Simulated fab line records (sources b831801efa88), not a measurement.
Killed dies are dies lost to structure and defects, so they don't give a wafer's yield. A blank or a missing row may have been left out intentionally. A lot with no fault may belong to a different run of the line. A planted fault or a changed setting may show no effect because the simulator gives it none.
The tool behind it: which one? -- flow sky130 -- Sampling: 15 lots, 45 wafers, 3 of 708 route steps

== WHAT THE GAUGES SHOWED, per wafer ==
SKY_LI_CONTACT_RS_MEAS_22: a four-point-probe measurement. Usual: for LI_CONTACT_W_RS the level is 0.2854 ohm/sq and the standard deviation is 0.0028.
lot,measured,on,LI_CONTACT_W_RS (ohm/sq),flag
L297,day 28 13:47,filmMetro-01,0.2897 0.2850 0.2895,
L298,day 28 22:36,filmMetro-02,0.2868 0.2852 0.2856,
L299,day 29 12:11,filmMetro-02,0.2875 0.2890 0.2837,
L300,day 29 19:43,filmMetro-03,0.2816 0.2807 0.2824,
L301,day 30 04:04,filmMetro-02,0.2852 0.2884 0.2870,
L303,day 31 01:01,filmMetro-01,0.2874 0.2896 0.2881,
L304,day 31 06:17,filmMetro-03,0.2857 0.2797 0.2856,
L306,day 33 03:53,filmMetro-01,0.2847 0.2877 0.2840,
L307,day 33 05:13,filmMetro-02,0.2844 0.2867 0.2860,
L309,day 33 10:58,filmMetro-01,0.2875 0.2881 0.2865,
L310,day 33 14:40,filmMetro-03,0.2865 0.2836 0.2878,
L312,day 34 06:25,filmMetro-03,24.883 24.730 24.593,OFF
L313,day 34 15:33,filmMetro-01,25.032 24.672 24.864,OFF
L314,day 34 23:07,filmMetro-01,25.083 25.282 25.378,OFF
L316,day 35 09:01,filmMetro-03,0.2831 0.2837 0.2816,

SKY_LI_CONTACT_THK_MEAS_23: measures by xrf. Usual: for LI_CONTACT_W_THK the level is 390 nm and the standard deviation is 4.5.
lot,measured,on,LI_CONTACT_W_THK (nm),flag
L297,day 28 13:52,filmMetro-01,383 387 384,
L298,day 28 22:42,filmMetro-02,391 390 394,
L299,day 29 12:17,filmMetro-02,391 386 393,
L300,day 29 19:49,filmMetro-03,393 395 391,
L301,day 30 04:10,filmMetro-02,387 385 386,
L303,day 31 01:08,filmMetro-01,395 392 397,
L304,day 31 06:22,filmMetro-03,390 397 393,
L306,day 33 04:00,filmMetro-01,389 387 392,
L307,day 33 05:19,filmMetro-02,393 391 390,
L309,day 33 11:05,filmMetro-01,383 385 387,
L310,day 33 14:46,filmMetro-03,385 390 382,
L312,day 34 06:32,filmMetro-03,<0 <0 -,OFF
L313,day 34 15:40,filmMetro-01,<0 - -,OFF
L314,day 34 23:14,filmMetro-01,<0 - <0,OFF
L316,day 35 09:07,filmMetro-03,395 395 397,

== EACH LOT AND THE TOOL THAT RAN IT (in order: tool; ch and the chambers of the sampled wafers; start) ==
lot,SKY_LI_CONTACT_CVD_21
L297,"cvdW-02 ch 0,1, day 28 13:38"
L298,"cvdW-01 ch 0,1, day 28 22:29"
L299,"cvdW-02 ch 0,1, day 29 12:04"
L300,"cvdW-01 ch 0,1, day 29 19:36"
L301,"cvdW-02 ch 0,1, day 30 03:55"
L303,"cvdW-02 ch 0,1, day 31 00:53"
L304,"cvdW-01 ch 0,1, day 31 06:08"
L306,"cvdW-01 ch 0,1, day 33 03:45"
L307,"cvdW-02 ch 0,1, day 33 05:05"
L309,"cvdW-01 ch 0,1, day 33 10:50"
L310,"cvdW-02 ch 0,1, day 33 14:32"
L312,"cvdW-01 ch 0,1, day 34 06:18"
L313,"cvdW-02 ch 0,1, day 34 15:26"
L314,"cvdW-02 ch 0,1, day 34 22:59"
L316,"cvdW-01 ch 0,1, day 35 08:53"
- SKY_LI_CONTACT_CVD_21: deposits W, target thk 400 nm, time 120.56 s.

== WHAT THE TOOLS THEMSELVES READ (means of the sampled wafers that have a number; where no wafer has one, the mark that the record gives instead) ==
SKY_LI_CONTACT_CVD_21. Usual: chamberPressureTorr 40.00 Torr, standard deviation 0.1; heaterPowerOuterW 495 W, standard deviation 47; heaterPowerW 841 W, standard deviation 79.
lot,tool,chamberPressureTorr (Torr),heaterPowerOuterW (W),heaterPowerW (W),flag
L297,cvdW-02,39.86,522,880,
L298,cvdW-01,39.93,452,770,
L299,cvdW-02,40.02,543,909,
L300,cvdW-01,40.01,455,786,
L301,cvdW-02,39.85,545,929,
L303,cvdW-02,40.07,521,888,
L304,cvdW-01,40.09,452,761,
L306,cvdW-01,40.01,449,765,
L307,cvdW-02,40.08,546,933,
L309,cvdW-01,39.93,458,766,
L310,cvdW-02,39.99,551,920,
L312,cvdW-01,-,-,-,OFF
L313,cvdW-02,-,-,-,OFF
L314,cvdW-02,-,-,-,OFF
L316,cvdW-01,40.09,459,773,

== THE ANSWER, worked out from the rows above alone ==
Rule: lot off if the mean of its wafers having a number is beyond 3 standard deviations from the usual mean. Also off: a lot with no number at a reading for which 4 or more lots have one. All remaining lots with rows at the step are treated as sound. First the gauges in route order, then the tools' own readings, where a lot's mean is used as printed above. The first step at which some lot is off is used, and at that step the reading that is off furthest; a lot without a number counts as furthest.
Off: at SKY_LI_CONTACT_RS_MEAS_22 (LI_CONTACT_W_RS), L312, L313, L314.
If a tool, at a process step before that reading, ran all the lots that are off and no sound lot after the first of them, it fits. Not tried: the gauges at SKY_LI_CONTACT_RS_MEAS_22; whatever is off there is also off at SKY_LI_CONTACT_CVD_21, on other tools, and gauge error can't account for it. Not one of the candidates tried fits.

== WHAT THE SIMULATOR HAD PUT IN ==
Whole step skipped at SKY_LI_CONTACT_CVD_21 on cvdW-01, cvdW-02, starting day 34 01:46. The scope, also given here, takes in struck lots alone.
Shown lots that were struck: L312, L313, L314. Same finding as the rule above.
